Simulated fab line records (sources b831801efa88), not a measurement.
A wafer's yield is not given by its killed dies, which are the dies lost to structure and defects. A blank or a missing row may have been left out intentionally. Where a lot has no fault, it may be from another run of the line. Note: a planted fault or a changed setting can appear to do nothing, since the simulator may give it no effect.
Which tool was responsible? | flow gf180mcu | 6 lots with 18 wafers sampled at 2 steps, on a route of 602 steps

## WHAT EACH GAUGE READ, for each wafer
GF_V3_THK_MEAS_03.
lot  | measured     | on            | V3_CVD_02_THK (nm)
L606 | day 21 20:59 | film_metro-01 | 837 845 845
L608 | day 22 23:31 | film_metro-02 | 835 846 854
L612 | day 24 12:19 | film_metro-01 | 844 850 859
L614 | day 24 20:50 | film_metro-03 | 847 833 841
L620 | day 27 03:16 | film_metro-02 | 828 823 841
L627 | day 28 22:25 | film_metro-01 | 837 840 856

## WHAT TOOL EACH LOT RAN ON (gives the tool, then ch and the chambers of the sampled wafers, and finally the start)
lot  | GF_M3_SPUTTER_01
L606 | pvd_sputter-03, day 20 19:38
L608 | pvd_sputter-03, day 21 23:23
L612 | pvd_sputter-01, day 23 13:10
L614 | pvd_sputter-03, day 23 22:26
L620 | pvd_sputter-01, day 26 05:28
L627 | pvd_sputter-04, day 28 02:14
- GF_M3_SPUTTER_01: material TiN, target thk 30 nm, time 25 s.

## THE ANSWER, worked out from the rows above alone
Rule: the usual values come from the lots themselves. Put in order of their means at a reading, lots are off if they are a third of the lots or fewer, leave a main group of 4 or more, and stand apart from it by a gap of 3 or more times the standard deviation of the main group's means; of several such gaps the widest counts. The tables above print the reading to a certain number of digits; a main group whose means all agree to those digits is not used. Also off: a lot with no number at a reading for which 4 or more lots have one. All remaining lots with rows at the step are treated as sound.
Nothing can be told from this: no lot is off at any reading shown.

## WHAT WAS PUT IN BY THE SIMULATOR
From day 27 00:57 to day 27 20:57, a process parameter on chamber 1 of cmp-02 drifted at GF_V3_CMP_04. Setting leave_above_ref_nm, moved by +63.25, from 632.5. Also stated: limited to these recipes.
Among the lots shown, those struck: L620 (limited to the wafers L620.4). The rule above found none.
